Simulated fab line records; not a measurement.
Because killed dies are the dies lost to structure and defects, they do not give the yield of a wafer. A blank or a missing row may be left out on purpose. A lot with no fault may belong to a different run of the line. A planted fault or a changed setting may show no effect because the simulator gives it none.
Chamber matching | flow sfq line | 4 sister chambers for SFQ_TRILAYER_I4_VIA_BARC_OPEN_VIA_ETCH_146 on rie diel-03
The step etches BARC in O2, target depth 125 nm, time 41.7 s. 8 wafers are shown with their chamber, then 7 later ones without.

== WAFERS PAIRED WITH THEIR CHAMBERS ==
wafer  | chamber | drypump motor current A (A) | run length s (s)
L661.6 | 3       | 5.8                         | 70.6
L664.4 | 3       | 5.7                         | 70.7
L666.1 | 0       | 6.3                         | 69.7
L667.1 | 1       | 5.5                         | 69.7
L667.5 | 1       | 5.5                         | 69.6
L667.6 | 2       | 5.4                         | 69.9
L669.4 | 0       | 6.3                         | 69.6
L669.5 | 2       | 5.5                         | 70.1

== WAFERS WITH NO CHAMBER GIVEN ==
wafer  | drypump motor current A (A) | run length s (s)
L669.6 | 5.7                         | 70.7
L672.1 | 5.5                         | 70.1
L672.3 | 6.3                         | 69.6
L672.6 | 5.4                         | 70.1
L679.3 | 5.4                         | 69.9
L679.6 | 5.7                         | 71.1
L681.5 | 6.3                         | 70.1

== THE CHAMBER EACH PASSED THROUGH ==
wafer  | from the rows above     | in truth
L669.6 | 3                       | 3
L672.1 | 2                       | 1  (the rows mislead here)
L672.3 | 0                       | 0
L672.6 | 2                       | 2
L679.3 | can't be placed: 2 or 1 | 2
L679.6 | 3                       | 3
L681.5 | 0                       | 0
5 of 7 placed correctly. Can't be placed from these rows: 1 (the true chamber is among the candidates in 1). 1 placed wrongly.
How it was worked out, from the rows above alone: a wafer's distance from a chamber is the root of the sum, over the readings, of the square of ((its reading less the chamber's mean) divided by the reading's scatter). The wafer belongs to the nearest chamber; if the next one is less than 2 further off, it can't be placed. For every chamber, the mean is computed from those of its wafers that are shown. The scatter: take each reading less its chamber's mean, square it, sum over the shown wafers, divide by the number of wafers less the number of chambers, and take the root.
